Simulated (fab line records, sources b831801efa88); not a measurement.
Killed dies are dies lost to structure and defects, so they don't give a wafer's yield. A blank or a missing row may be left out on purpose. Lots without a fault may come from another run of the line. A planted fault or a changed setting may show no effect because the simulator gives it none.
fab line records | flow sky130
record lots=5 wafers=15 last_day=50
route steps=708 shown VIA2@531 METAL3@532 CAPM@537
lots that met no fault: from a run of the same line without faults
start_h: hours from the record's first day to the start of the lot's first wafer shown | wait_h: hours since the lot's step before | " the same as in the row above | L1.1+2: a row that stands for several wafers | - no value, or no start given | * or withheld: withheld | < > ~ a bound
route shown NAME@n: a module of which the file shows steps, and the number in the route of the first | usual: mean/standard deviation of fault-free wafers | same: alike in all rows | chamber/n: place in a boat | sites: the reading at each site | _std_site: their standard deviation | _edge_site: outer sites' mean less inner sites' | radius_mm: how far each site lies from the wafer's centre | mask NAME#n: copy n | behind: the tool/chamber that last shaped the wafer | hold: why the lot was held/for how many hours/how that ended | device: the transistor (n, p or np) that didn't switch | end of line: the same wafers' tests at the end of the route | a step without rows: its recipe alone | killed: dies lost to structure and defects at the first sort, not the wafer's yield | map: a wafer's dies, x killed, . not, _ none there
set.NAME: the setting as run; set.NAME@STEP: as run at that earlier step | model.NAME: the simulator's own value behind a step, which no gauge read
lots at some steps of the route; a table a step, a row a wafer
services: from which hour (start_h, from the record's first day; less than 0 if before it) a tool's chamber was out of use, for how many hours, and why
## steps
# step SKY_VIA2_CMP_24
# recipe stop_on=SiO2 t_overpolish_s=20 down_force_psi=3.5 platen_rpm=60 target_thk_nm=0 pad_velocity_m_s=0.94248
# usual motor_current_A=10.8/0.57 overpolish_run_s=19.999/0.01 time_to_endpoint_s=103/3.8
# columns lot.wafer tool chamber start_h wait_h motor_current_A overpolish_run_s time_to_endpoint_s
L075.2 cmp-01 2 880.42 0.1 11.2 20.017 100
L075.4 " 3 " " 11.3 19.995 103
L075.5 " 1 " " 10.4 20.005 104
L078.4 cmp-01 0 911.06 0.1 9.9 20.003 104
L078.3 " 1 " " 10.7 19.993 106
L078.5 " 3 " " 11.3 19.997 100
L085.2 cmp-01 1 947.67 0.0 10.2 20.000 99
L085.1 " 3 " " 11.3 19.996 94
L085.5 " 1 " " 10.2 19.992 101
L091.3 cmp-02 1 983.87 0.1 10.9 19.979 105
L091.2 " 2 " " 11.5 19.996 105
L091.6 " 0 " " 10.6 19.990 108
L095.1 cmp-01 0 1007.60 0.1 9.3 19.989 109
L095.2 " 1 " " 11.2 20.020 112
L095.6 " 1 " " 11.0 20.012 107
# step SKY_METAL3_SPUTTER_00
# recipe material=Ti target_thk_nm=15 power_w=3000 time_s=10 chamber_pressure_pa=0.4
# usual chamber_pressure_pa=0.4000/0.0008 throttle_valve_pct=29.9/1.4
# columns lot.wafer tool chamber start_h wait_h chamber_pressure_pa throttle_valve_pct
L075.2 pvd_sputter-01 - 880.67 0.2 0.3991 30.2
L075.4 " - " " 0.4006 28.1
L075.5 " - " " 0.4004 30.1
L078.3 pvd_sputter-01 - 911.26 0.1 0.3987 30.3
L078.4 " - " " 0.4018 28.5
L078.5 " - " " 0.4004 30.5
L085.1 pvd_sputter-01 - 947.97 0.1 0.3998 28.4
L085.2 " - " " 0.3991 30.4
L085.5 " - " " 0.4005 27.9
L091.2 pvd_sputter-01 - 984.12 0.1 0.4015 30.1
L091.3 " - " " 0.4012 27.7
L091.6 " - " " 0.4014 28.4
L095.1 pvd_sputter-02 - 1007.90 0.2 0.4004 30.8
L095.2 " - " " 0.3993 30.0
L095.6 " - " " 0.4005 30.2
# step SKY_METAL3_SPUTTER_01
# recipe material=TiN target_thk_nm=20 power_w=6500 time_s=16.7 chamber_pressure_pa=0.4
# usual chamber_pressure_pa=0.4000/0.0009 throttle_valve_pct=29.9/1.4
# columns lot.wafer tool chamber start_h wait_h chamber_pressure_pa throttle_valve_pct
L075.2 pvd_sputter-01 - 880.69 0.0 0.3995 30.2
L075.4 " - " " 0.4000 28.1
L075.5 " - " " 0.4005 30.2
L078.3 pvd_sputter-01 - 911.28 0.0 0.4009 30.4
L078.4 " - " " 0.4018 28.3
L078.5 " - " " 0.3989 30.1
L085.1 pvd_sputter-01 - 947.99 0.0 0.3997 28.4
L085.2 " - " " 0.4018 30.2
L085.5 " - " " 0.3991 27.8
L091.2 pvd_sputter-01 - 984.15 0.0 0.3994 30.1
L091.3 " - " " 0.3999 27.6
L091.6 " - " " 0.4019 28.5
L095.1 pvd_sputter-02 - 1007.92 0.0 0.4002 31.2
L095.2 " - " " 0.4005 30.0
L095.6 " - " " 0.4002 29.8
# step SKY_METAL3_SPUTTER_02
# recipe material=AlCu target_thk_nm=735 power_w=10600 time_s=39.1 chamber_pressure_pa=0.4
# usual chamber_pressure_pa=0.3999/0.00072 throttle_valve_pct=29.9/1.4
# columns lot.wafer tool chamber start_h wait_h chamber_pressure_pa throttle_valve_pct
L075.2 pvd_sputter-01 - 880.72 0.0 0.3986 30.3
L075.4 " - " " 0.3997 28.3
L075.5 " - " " 0.3999 30.5
L078.3 pvd_sputter-01 - 911.31 0.0 0.3996 30.0
L078.4 " - " " 0.3998 28.2
L078.5 " - " " 0.3998 30.3
L085.1 pvd_sputter-01 - 948.02 0.0 0.4018 28.3
L085.2 " - " " 0.3989 30.2
L085.5 " - " " 0.3993 27.8
L091.2 pvd_sputter-01 - 984.17 0.0 0.4000 30.2
L091.3 " - " " 0.3985 27.7
L091.6 " - " " 0.4002 28.4
L095.1 pvd_sputter-02 - 1007.95 0.0 0.4010 30.9
L095.2 " - " " 0.3997 30.1
L095.6 " - " " 0.3993 29.8
# step SKY_METAL3_SPUTTER_03
# recipe material=Ti target_thk_nm=5 power_w=3000 time_s=3.3 chamber_pressure_pa=0.4
# usual chamber_pressure_pa=0.3999/0.00086 throttle_valve_pct=29.9/1.4
# columns lot.wafer tool chamber start_h wait_h chamber_pressure_pa throttle_valve_pct
L075.2 pvd_sputter-01 - 880.76 0.0 0.4002 30.3
L075.4 " - " " 0.3994 28.3
L075.5 " - " " 0.4009 30.2
L078.3 pvd_sputter-01 - 911.35 0.0 0.3999 30.2
L078.4 " - " " 0.4015 28.2
L078.5 " - " " 0.3991 30.1
L085.1 pvd_sputter-01 - 948.06 0.0 0.3996 28.2
L085.2 " - " " 0.3986 30.1
L085.5 " - " " 0.4009 27.5
L091.2 pvd_sputter-01 - 984.21 0.0 0.4000 30.3
L091.3 " - " " 0.4013 28.0
L091.6 " - " " 0.4005 28.1
L095.1 pvd_sputter-02 - 1007.99 0.0 0.4002 31.0
L095.2 " - " " 0.3997 29.9
L095.6 " - " " 0.3998 29.6
# step SKY_METAL3_SPUTTER_04
# recipe material=TiN target_thk_nm=70 power_w=6500 time_s=58.3 chamber_pressure_pa=0.4
# usual chamber_pressure_pa=0.4001/0.00075 throttle_valve_pct=29.9/1.4
# columns lot.wafer tool chamber start_h wait_h chamber_pressure_pa throttle_valve_pct
L075.2 pvd_sputter-01 - 880.77 0.0 0.4002 30.1
L075.4 " - " " 0.3994 28.3
L075.5 " - " " 0.3986 30.3
L078.3 pvd_sputter-01 - 911.37 0.0 0.3997 30.3
L078.4 " - " " 0.4012 28.5
L078.5 " - " " 0.4010 30.0
L085.1 pvd_sputter-01 - 948.07 0.0 0.4000 28.5
L085.2 " - " " 0.4000 30.1
L085.5 " - " " 0.4007 27.9
L091.2 pvd_sputter-01 - 984.23 0.0 0.4000 30.2
L091.3 " - " " 0.3999 27.8
L091.6 " - " " 0.3995 28.5
L095.1 pvd_sputter-02 - 1008.01 0.0 0.3995 31.1
L095.2 " - " " 0.4003 29.8
L095.6 " - " " 0.3989 30.0
# step SKY_CAPM_CVD_00
# recipe material=SiO2 target_thk_nm=15.5 temp_c=400 time_s=withheld rf_w=450
# usual heater_power_w=719/50
# columns lot.wafer tool chamber start_h wait_h heater_power_w
L075.2 pecvd-03 1 880.82 0.0 704
L075.4 " 0 " " 678
L075.5 " 2 " " 710
L078.3 pecvd-04 0 911.42 0.0 687
L078.4 " 2 " " 701
L078.5 " 1 " " 710
L085.1 pecvd-03 1 948.12 0.0 707
L085.2 " 2 " " 725
L085.5 " 2 " " 716
L091.2 pecvd-02 1 984.28 0.0 727
L091.3 " 0 " " 738
L091.6 " 0 " " 752
L095.1 pecvd-02 2 1008.06 0.0 783
L095.2 " 1 " " 751
L095.6 " 2 " " 768
# step SKY_CAPM_THK_MEAS_01
# recipe reads=SiO2_of_CAPM_CVD_00
# usual CAPM_CVD_00_THK=15.59/0.27
# columns lot.wafer tool chamber start_h wait_h CAPM_CVD_00_THK[nm]
L075.2 film_metro-04 - 880.85 - 15.31
L075.4 " - " " 16.09
L075.5 " - " " 15.96
L078.3 film_metro-01 - 911.46 - 15.41
L078.4 " - " " 15.81
L078.5 " - " " 15.64
L085.1 film_metro-01 - 948.14 - 14.97
L085.2 " - " " 15.27
L085.5 " - " " 15.59
L091.2 film_metro-04 - 984.31 - 15.21
L091.3 " - " " 15.19
L091.6 " - " " 15.35
L095.1 film_metro-04 - 1008.08 - 15.34
L095.2 " - " " 15.48
L095.6 " - " " 15.46
# step SKY_CAPM_SPUTTER_02
# recipe material=TiN target_thk_nm=200 temp_c=300 power_w=6500 time_s=166.7 chamber_pressure_pa=0.4
# usual chamber_pressure_pa=0.3999/0.0009 throttle_valve_pct=29.8/1.1
# columns lot.wafer tool chamber start_h wait_h chamber_pressure_pa throttle_valve_pct
L075.2 pvd_sputter-03 - 880.90 0.0 0.3998 28.6
L075.4 " - " " 0.4008 28.7
L075.5 " - " " 0.3980 28.0
L078.3 pvd_sputter-02 - 911.50 0.0 0.4010 31.0
L078.4 " - " " 0.3991 30.1
L078.5 " - " " 0.4015 31.0
L085.1 pvd_sputter-02 - 948.20 0.1 0.3991 29.8
L085.2 " - " " 0.3995 30.4
L085.5 " - " " 0.4014 30.8
L091.2 pvd_sputter-03 - 984.36 0.0 0.4008 28.6
L091.3 " - " " 0.4020 28.1
L091.6 " - " " 0.3998 28.6
L095.1 pvd_sputter-04 - 1008.14 0.1 0.4005 29.9
L095.2 " - " " 0.3997 30.3
L095.6 " - " " 0.4000 32.4
# step SKY_CAPM_RS_MEAS_03
# recipe thk_meas_gauge=four-point-probe reads=TiN_of_CAPM_SPUTTER_02
# usual CAPM_TIN_RS=6.89/0.065
# columns lot.wafer tool chamber start_h wait_h CAPM_TIN_RS[ohm/sq]
L075.2 film_metro-03 - 881.03 0.1 6.85
L075.4 " - " " 6.76
L075.5 " - " " 6.84
L078.3 film_metro-04 - 911.65 0.1 6.88
L078.4 " - " " 6.94
L078.5 " - " " 6.86
L085.1 film_metro-04 - 948.31 0.1 6.92
L085.2 " - " " 6.93
L085.5 " - " " 6.88
L091.2 film_metro-03 - 984.49 0.1 6.83
L091.3 " - " " 6.88
L091.6 " - " " 6.78
L095.1 film_metro-03 - 1008.25 0.1 6.98
L095.2 " - " " 6.90
L095.6 " - " " 6.93
# step SKY_CAPM_THK_MEAS_04
# recipe thk_meas_gauge=xrf reads=TiN_of_CAPM_SPUTTER_02
# usual CAPM_TIN_THK=198.5/2.2
# columns lot.wafer tool chamber start_h wait_h CAPM_TIN_THK[nm]
L075.2 film_metro-03 - 881.14 0.1 200.9
L075.4 " - " " 203.5
L075.5 " - " " 200.0
L078.3 film_metro-04 - 911.75 0.1 198.7
L078.4 " - " " 197.7
L078.5 " - " " 199.0
L085.1 film_metro-04 - 948.43 0.1 197.6
L085.2 " - " " 196.7
L085.5 " - " " 197.7
L091.2 film_metro-03 - 984.60 0.1 200.9
L091.3 " - " " 200.0
L091.6 " - " " 202.5
L095.1 film_metro-03 - 1008.37 0.1 196.7
L095.2 " - " " 198.7
L095.6 " - " " 198.2
# step SKY_CAPM_DEHYDRATE_05
# recipe temp_c=200 time_s=60
# columns lot.wafer tool chamber start_h wait_h
L075.2+4+5 litho_track-01 0 892.56 11.4
L078.3+4+5 litho_track-01 0 922.99 11.2
L085.1+2+5 litho_track-03 0 961.24 12.8
L091.2+3+6 litho_track-03 0 995.71 11.1
L095.1+2+6 litho_track-04 0 1019.69 11.3
# step SKY_CAPM_HMDS_06
# recipe prime_time_s=60 prime_temp_c=120
# columns lot.wafer tool chamber start_h wait_h
L075.2+4+5 litho_track-01 0 892.71 0.1
L078.3+4+5 litho_track-01 0 923.14 0.1
L085.1+2+5 litho_track-03 0 961.39 0.1
L091.2+3+6 litho_track-03 0 995.86 0.1
L095.1+2+6 litho_track-04 0 1019.84 0.1
# step SKY_CAPM_COAT_07
# recipe resist=NOVOLAK spin_rpm=3000 resist_thk_nm=1140
# usual dispense_pressure_kPa=47/4.9
# columns lot.wafer tool chamber start_h wait_h dispense_pressure_kPa
L075.2 litho_track-01 0 892.86 0.1 41
L075.4 " 0 " " 42
L075.5 " 0 " " 41
L078.3 litho_track-01 0 923.29 0.1 41
L078.4 " 0 " " 42
L078.5 " 0 " " 42
L085.1 litho_track-03 0 961.54 0.1 48
L085.2 " 0 " " 48
L085.5 " 0 " " 48
L091.2 litho_track-03 0 996.01 0.1 47
L091.3 " 0 " " 47
L091.6 " 0 " " 47
L095.1 litho_track-04 0 1019.99 0.1 54
L095.2 " 0 " " 54
L095.6 " 0 " " 54
# step SKY_CAPM_SOFTBAKE_08
# recipe temp_c=90 time_s=60 resist=NOVOLAK
# columns lot.wafer tool chamber start_h wait_h
L075.2+4+5 litho_track-01 0 893.01 0.1
L078.3+4+5 litho_track-01 0 923.44 0.1
L085.1+2+5 litho_track-03 0 961.69 0.1
L091.2+3+6 litho_track-03 0 996.16 0.1
L095.1+2+6 litho_track-04 0 1020.14 0.1
# step SKY_CAPM_EXPOSE_09
# recipe mask_id=CAPM na=0.6 source_shape=conventional sigma_outer=0.6 polarization=unpolarized target_cd_nm=1000 dose_mj=159
# usual focus_offset_nm=0.0/0.56
# same sigma_outer=0.6
# columns lot.wafer tool chamber start_h wait_h mask focus_offset_nm
L075.2 iline_stepper-01 0 - - CAPM#0 0.6
L075.4 " 0 " " CAPM#0 -0.3
L075.5 " 0 " " CAPM#0 0.5
L078.3 iline_stepper-01 0 - - CAPM#0 0.9
L078.4 " 0 " " CAPM#0 -0.2
L078.5 " 0 " " CAPM#0 -0.2
L085.1 iline_stepper-01 0 - - CAPM#0 0.4
L085.2 " 0 " " CAPM#0 1.2
L085.5 " 0 " " CAPM#0 0.8
L091.2 iline_stepper-02 0 - - CAPM#0 0.1
L091.3 " 0 " " CAPM#0 0.1
L091.6 " 0 " " CAPM#0 -0.1
L095.1 iline_stepper-02 0 - - CAPM#0 -0.2
L095.2 " 0 " " CAPM#0 -0.7
L095.6 " 0 " " CAPM#0 -0.1
# step SKY_CAPM_PEB_10
# recipe temp_c=withheld time_s=* resist=NOVOLAK
# columns lot.wafer tool chamber start_h wait_h
L075.2+4+5 litho_track-04 0 - -
L078.3+4+5 litho_track-04 0 - -
L085.1+2+5 litho_track-03 0 - -
L091.2+3+6 litho_track-03 0 - -
L095.1+2+6 litho_track-01 0 - -
# step SKY_CAPM_DEVELOP_11
# recipe resist=NOVOLAK developer=TMAH develop_time_s=60 dev_temp_c=23
# same develop_time_s=60
# columns lot.wafer tool chamber start_h wait_h
L075.2+4+5 litho_track-04 0 906.87 0.1
L078.3+4+5 litho_track-04 0 936.54 0.1
L085.1+2+5 litho_track-03 0 972.74 0.1
L091.2+3+6 litho_track-03 0 1008.26 0.1
L095.1+2+6 litho_track-01 0 1030.84 0.1
# step SKY_CAPM_OVL_MEAS_12
# usual CAPM_OVL=-1.0/1.5
# columns lot.wafer tool chamber start_h wait_h CAPM_OVL[nm]
L075.2 overlay-01 - 907.00 0.1 -1.7
L075.4 " - " " -2.3
L075.5 " - " " -1.4
L078.3 overlay-02 - 936.65 0.1 -1.4
L078.4 " - " " -2.2
L078.5 " - " " -1.9
L085.1 overlay-01 - 972.89 0.1 -2.1
L085.2 " - " " -2.0
L085.5 " - " " -1.9
L091.2 overlay-02 - 1008.40 0.1 1.0
L091.3 " - " " 1.6
L091.6 " - " " 1.2
L095.1 overlay-01 - 1030.99 0.1 -0.1
L095.2 " - " " 0.4
L095.6 " - " " 2.4
# step SKY_CAPM_METAL_ETCH_13
# recipe target_depth_nm=220 stop_on=SiO2 chemistry=Cl2/BCl3 target=TiN pressure_mtorr=10 icp_w=900 bias_w=48.5 Cl2_flow_sccm=60 bcl3_flow_sccm=30 time_s=62.9
# usual drypump_motor_current_A=5.5/0.69 oes_product_au=0.943/0.0071 throttle_valve_pct=21.901/0.0086
# columns lot.wafer tool chamber start_h wait_h drypump_motor_current_A oes_product_au rf_hours_counter_h throttle_valve_pct
L075.2 rie_metal-04 1 907.03 0.0 6.5 0.950 3 21.895
L075.4 " 1 " " 6.6 0.947 - 21.890
L075.5 " 1 " " 6.5 0.951 - 21.908
L078.3 rie_metal-01 1 936.73 0.1 4.8 0.952 - 21.910
L078.4 " 1 " " 4.8 0.936 - 21.894
L078.5 " 1 " " 4.8 0.947 - 21.899
L085.1 rie_metal-02 0 972.92 0.0 5.9 0.944 14 21.891
L085.2 " 1 " " 6.3 0.937 16 21.901
L085.5 " 0 " " 5.9 0.937 - 21.915
L091.2 rie_metal-04 1 1008.43 0.0 6.5 0.947 8 21.890
L091.3 " 1 " " 6.5 0.946 - 21.895
L091.6 " 0 " " 5.6 0.951 - 21.887
L095.1 rie_metal-01 1 1031.02 0.0 4.8 0.932 16 21.898
L095.2 " 1 " " 4.8 0.952 - 21.886
L095.6 " 1 " " 4.8 0.943 - 21.907
# step SKY_CAPM_STRIP_14
# recipe chemistry=O2/N2 power_w=1400 pressure_mtorr=1500 platen_temp_c=withheld o2_flow_sccm=3000 n2_flow_sccm=300 overash_fraction=0.5
# usual drypump_motor_current_A=5.33/0.23 n2_flow_sccm=299.9/0.86 o2_flow_sccm=3001/9.5 oes_product_au=0.710/0.0042 strip_time_to_endpoint_s=12.65/0.046
# columns lot.wafer tool chamber start_h wait_h drypump_motor_current_A n2_flow_sccm o2_flow_sccm oes_product_au rf_hours_counter_h strip_time_to_endpoint_s
L075.2 plasma_asher-03 1 907.10 0.1 5.28 300.5 2999 0.720 108 12.71
L075.4 " 0 " " 5.30 298.9 2991 0.705 - 12.72
L075.5 " 0 " " 5.31 298.8 2994 0.709 - 12.70
L078.3 plasma_asher-01 1 936.87 0.1 5.29 298.6 2981 0.715 - 12.64
L078.4 " 0 " " 5.12 299.2 2991 0.702 - 12.62
L078.5 " 1 " " 5.28 300.6 2997 0.705 - 12.63
L085.1 plasma_asher-03 1 973.00 0.1 5.28 300.1 3023 0.708 115 12.62
L085.2 " 0 " " 5.31 299.3 2992 0.708 115 12.63
L085.5 " 0 " " 5.31 299.8 2987 0.713 - 12.66
L091.2 plasma_asher-03 0 1008.50 0.1 5.32 299.1 2992 0.713 118 12.58
L091.3 " 1 " " 5.25 299.3 3007 0.715 - 12.58
L091.6 " 0 " " 5.29 299.6 2999 0.706 - 12.61
L095.1 plasma_asher-01 1 1031.18 0.1 5.30 300.8 2993 0.702 90 12.63
L095.2 " 0 " " 5.10 299.5 3001 0.715 90 12.67
L095.6 " 1 " " 5.30 298.5 3014 0.709 - 12.59
# step SKY_CAPM_STRIP_15
# recipe chemistry=post_etch_residue_remover time_s=1200 temp_c=72.5
# columns lot.wafer tool chamber start_h wait_h
L075.2+4+5 wet_bench-02 3 907.20 0.1
L078.3+4+5 wet_bench-03 3 936.93 0.0
L085.1+2+5 wet_bench-02 2 973.10 0.1
L091.2+3+6 wet_bench-03 3 1008.60 0.1
L095.1+2+6 wet_bench-04 0 1031.28 0.1
# step SKY_CAPM_CLEAN_16
# recipe chemistry=IPA time_s=180 temp_c=25
# columns lot.wafer tool chamber start_h wait_h
L075.2+4+5 wet_bench-03 0 907.55 0.0
L078.3+4+5 wet_bench-02 2 937.27 0.0
L085.1+2+5 wet_bench-03 3 973.44 0.0
L091.2+3+6 wet_bench-02 3 1008.94 0.0
L095.1+2+6 wet_bench-03 3 1031.62 0.0
# step SKY_CAPM_CLEAN_17
# recipe chemistry=O3/DIW dry=n2_spin
# columns lot.wafer tool chamber start_h wait_h
L075.2+4+5 wet_bench-04 2 907.60 0.0
L078.3+4+5 wet_bench-04 1 937.34 0.0
L085.1+2+5 wet_bench-02 1 973.50 0.0
L091.2+3+6 wet_bench-04 1 1009.01 0.0
L095.1+2+6 wet_bench-02 2 1031.68 0.0
# step SKY_METAL3_DEHYDRATE_05
# recipe temp_c=200 time_s=60
# columns lot.wafer tool chamber start_h wait_h
L075.2+4+5 litho_track-02 0 918.84 11.1
L078.3+4+5 litho_track-02 0 948.72 11.3
L085.1+2+5 litho_track-02 0 985.97 12.4
L091.2+3+6 litho_track-02 0 1020.64 11.5
L095.1+2+6 litho_track-02 0 1043.17 11.4
# step SKY_METAL3_HMDS_06
# recipe prime_time_s=60 prime_temp_c=120
# columns lot.wafer tool chamber start_h wait_h
L075.2+4+5 litho_track-02 0 918.99 0.1
L078.3+4+5 litho_track-02 0 948.87 0.1
L085.1+2+5 litho_track-02 0 986.12 0.1
L091.2+3+6 litho_track-02 0 1020.79 0.1
L095.1+2+6 litho_track-02 0 1043.32 0.1
# step SKY_METAL3_COAT_07
# recipe resist=BARC temp_c=withheld time_s=withheld spin_rpm=3000 resist_thk_nm=60
# same dispense_pressure_kPa=48
# columns lot.wafer tool chamber start_h wait_h
L075.2+4+5 litho_track-02 0 919.14 0.1
L078.3+4+5 litho_track-02 0 949.02 0.1
L085.1+2+5 litho_track-02 0 986.27 0.1
L091.2+3+6 litho_track-02 0 1020.94 0.1
L095.1+2+6 litho_track-02 0 1043.47 0.1
# step SKY_METAL3_COAT_08
# recipe resist=KrF-thick spin_rpm=3000 resist_thk_nm=1140
# same dispense_pressure_kPa=48
# columns lot.wafer tool chamber start_h wait_h
L075.2+4+5 litho_track-02 0 - -
L078.3+4+5 litho_track-02 0 - -
L085.1+2+5 litho_track-02 0 - -
L091.2+3+6 litho_track-02 0 - -
L095.1+2+6 litho_track-02 0 - -
# step SKY_METAL3_SOFTBAKE_09
# recipe temp_c=100 time_s=90 resist=KrF-thick
# columns lot.wafer tool chamber start_h wait_h
L075.2+4+5 litho_track-02 0 - -
L078.3+4+5 litho_track-02 0 - -
L085.1+2+5 litho_track-02 0 - -
L091.2+3+6 litho_track-02 0 - -
L095.1+2+6 litho_track-02 0 - -
# step SKY_METAL3_EXPOSE_10
# recipe mask_id=MM3 na=0.68 source_shape=annular sigma_inner=0.4 sigma_outer=0.8 target_cd_nm=300 dose_mj=28
# usual focus_offset_nm=0.0/0.56
# same sigma_outer=0.8
# columns lot.wafer tool chamber start_h wait_h mask focus_offset_nm
L075.2 krf_scanner-01 0 - - MM3#0 0.3
L075.4 " 0 " " MM3#0 0.4
L075.5 " 0 " " MM3#0 0.8
L078.3 krf_scanner-01 0 - - MM3#0 0.9
L078.4 " 0 " " MM3#0 0.4
L078.5 " 0 " " MM3#0 -0.8
L085.1 krf_scanner-01 0 - - MM3#0 0.1
L085.2 " 0 " " MM3#0 0.1
L085.5 " 0 " " MM3#0 -1.2
L091.2 krf_scanner-02 0 - - MM3#0 -0.4
L091.3 " 0 " " MM3#0 -0.8
L091.6 " 0 " " MM3#0 -0.2
L095.1 krf_scanner-01 0 - - MM3#0 -1.0
L095.2 " 0 " " MM3#0 0.4
L095.6 " 0 " " MM3#0 -0.8
# step SKY_METAL3_PEB_11
# recipe peb_temp_c=withheld peb_time_s=withheld resist=KrF-thick
# columns lot.wafer tool chamber start_h wait_h
L075.2+4+5 litho_track-02 0 - -
L078.3+4+5 litho_track-01 0 - -
L085.1+2+5 litho_track-01 0 - -
L091.2+3+6 litho_track-02 0 - -
L095.1+2+6 litho_track-02 0 - -
# step SKY_METAL3_DEVELOP_12
# recipe develop_time_s=60 resist=KrF-thick dev_temp_c=21
# same develop_time_s=60
# columns lot.wafer tool chamber start_h wait_h
L075.2+4+5 litho_track-02 0 - -
L078.3+4+5 litho_track-01 0 - -
L085.1+2+5 litho_track-01 0 - -
L091.2+3+6 litho_track-02 0 - -
L095.1+2+6 litho_track-02 0 - -
# step SKY_METAL3_CD_MEAS_13
# recipe target_cd_nm=300
# usual cd_nm=300.3/1.5
# columns lot.wafer tool chamber start_h wait_h cd_nm
L075.2 cd_sem-01 - 933.24 - 299.6
L075.4 " - " " 301.2
L075.5 " - " " 300.9
L078.3 cd_sem-02 - 962.80 - 298.1
L078.4 " - " " 300.0
L078.5 " - " " 300.4
L085.1 cd_sem-02 - 998.24 - 297.0
L085.2 " - " " 297.9
L085.5 " - " " 297.6
L091.2 cd_sem-02 - 1032.14 - 299.7
L091.3 " - " " 298.7
L091.6 " - " " 299.6
L095.1 cd_sem-02 - 1054.82 - 302.1
L095.2 " - " " 302.5
L095.6 " - " " 301.0
# step SKY_METAL3_OVL_MEAS_14
# usual METAL3_OVL=2/5.1
# columns lot.wafer tool chamber start_h wait_h METAL3_OVL[nm]
L075.2 overlay-02 - 933.34 0.1 -8
L075.4 " - " " 1
L075.5 " - " " 1
L078.3 overlay-01 - 962.89 0.1 0
L078.4 " - " " -6
L078.5 " - " " 2
L085.1 overlay-01 - 998.36 0.1 4
L085.2 " - " " 1
L085.5 " - " " 6
L091.2 overlay-01 - 1032.24 0.1 0
L091.3 " - " " 0
L091.6 " - " " 2
L095.1 overlay-01 - 1054.94 0.1 5
L095.2 " - " " 4
L095.6 " - " " 1
# step SKY_METAL3_DESCUM_15
# recipe chemistry=O2 source_power_w=150 bias_power_w=0 pressure_mtorr=10 temp_c=40 time_s=8
# usual drypump_motor_current_A=5.5/0.68 oes_product_au=0.997/0.0094
# columns lot.wafer tool chamber start_h wait_h drypump_motor_current_A oes_product_au rf_hours_counter_h
L075.2 rie_metal-01 1 933.38 0.0 4.9 1.002 -
L075.4 " 1 " " 4.9 0.993 -
L075.5 " 1 " " 4.8 1.002 -
L078.3 rie_metal-04 0 962.93 0.0 5.7 1.007 -
L078.4 " 1 " " 6.5 0.995 -
L078.5 " 0 " " 5.7 0.993 -
L085.1 rie_metal-01 1 998.39 0.0 4.9 0.996 12
L085.2 " 1 " " 4.9 1.005 -
L085.5 " 1 " " 4.8 0.994 -
L091.2 rie_metal-04 0 1032.27 0.0 5.6 0.995 15
L091.3 " 0 " " 5.6 0.997 -
L091.6 " 1 " " 6.5 0.998 -
L095.1 rie_metal-04 1 1054.97 0.0 6.5 0.993 12
L095.2 " 0 " " 5.6 0.999 16
L095.6 " 1 " " 6.5 0.979 -
# step SKY_METAL3_ETCH_16
# recipe chemistry=N2/H2 target=BARC ion_energy_ev=200 bias_w=100 pressure_mtorr=30 n2_flow_sccm=100 h2_flow_sccm=200 icp_w=500 stop_on=SiO2 time_s=88.2 target_depth_a=600
# usual drypump_motor_current_A=5.5/0.68 h2_flow_sccm=200.1/0.62 n2_flow_sccm=100.0/0.31 oes_product_au=0.626/0.0046 throttle_valve_pct=13.204/0.0091
# columns lot.wafer tool chamber start_h wait_h drypump_motor_current_A h2_flow_sccm n2_flow_sccm oes_product_au rf_hours_counter_h throttle_valve_pct
L075.2 rie_metal-01 1 933.47 0.1 4.8 199.2 100.0 0.625 - 13.188
L075.4 " 1 " " 4.8 199.9 100.0 0.628 - 13.205
L075.5 " 1 " " 4.9 198.9 99.7 0.623 - 13.202
L078.3 rie_metal-04 0 962.98 0.0 5.7 199.5 99.8 0.629 - 13.202
L078.4 " 1 " " 6.5 200.3 99.6 0.631 - 13.210
L078.5 " 0 " " 5.7 199.5 100.1 0.627 - 13.198
L085.1 rie_metal-01 1 998.46 0.1 4.8 200.4 100.6 0.618 12 13.206
L085.2 " 1 " " 4.8 200.2 100.4 0.623 - 13.196
L085.5 " 1 " " 4.9 199.5 99.8 0.628 - 13.209
L091.2 rie_metal-04 0 1032.31 0.0 5.6 199.3 99.8 0.626 15 13.199
L091.3 " 0 " " 5.6 199.6 100.0 0.628 - 13.218
L091.6 " 1 " " 6.6 199.5 99.8 0.627 - 13.207
L095.1 rie_metal-04 1 1055.01 0.0 6.6 200.6 100.8 0.633 12 13.221
L095.2 " 0 " " 5.6 200.7 99.7 0.628 16 13.208
L095.6 " 1 " " 6.5 201.0 100.4 0.630 - 13.202
# step SKY_METAL3_ETCH_17
# recipe target=SiO2 stop_on=TiN chemistry=C4F8/O2/Ar source_w=1500 bias_w=1200 pressure_mtorr=40 c4f8_flow_sccm=withheld O2_flow_sccm=6 Ar_flow_sccm=300 time_s=3.9 target_depth_a=150
# usual oes_product_au=0.757/0.008
# columns lot.wafer tool chamber start_h wait_h oes_product_au
L075.2 rie_diel-01 2 933.63 0.1 0.755
L075.4 " 3 " " 0.770
L075.5 " 1 " " 0.771
L078.3 rie_diel-01 1 963.05 0.0 0.752
L078.4 " 3 " " 0.763
L078.5 " 2 " " 0.760
L085.1 rie_diel-02 1 998.65 0.2 0.747
L085.2 " 0 " " 0.742
L085.5 " 0 " " 0.761
L091.2 rie_diel-02 2 1032.40 0.1 0.752
L091.3 " 3 " " 0.761
L091.6 " 1 " " 0.745
L095.1 rie_diel-03 0 1055.10 0.1 0.758
L095.2 " 1 " " 0.756
L095.6 " 2 " " 0.750
## services
# columns tool chamber start_h hours kind
cmp-01 - 856.57 7.6 pm
wet_bench-03 - 873.27 1.8 repair
rie_diel-01 2 874.73 5.6 repair
krf_scanner-01 - 877.10 1.5 repair
iline_stepper-01 - 881.33 1.7 pm
rie_diel-02 2 881.58 10.0 repair
plasma_asher-03 - 884.55 4.4 repair
pvd_sputter-01 - 884.99 2.0 repair
pvd_sputter-02 - 887.82 1.0 repair
rie_diel-02 0 889.46 26.4 repair
wet_bench-03 - 908.27 1.6 repair
krf_scanner-01 - 908.63 0.8 pm
cmp-01 - 912.00 4.0 pm
cmp-01 - 950.76 2.6 repair
rie_metal-01 0 956.21 134.6 repair
krf_scanner-01 - 964.34 1.3 pm
pvd_sputter-01 - 964.91 0.7 repair
krf_scanner-01 - 967.39 1.0 pm
wet_bench-03 - 970.09 1.0 repair
pvd_sputter-01 - 994.16 3.2 repair
cmp-01 - 1018.59 3.0 repair
rie_metal-04 - 1028.64 1.4 pm
iline_stepper-01 - 1035.14 14.3 repair
wet_bench-04 - 1045.59 1.7 repair
## key
fault none
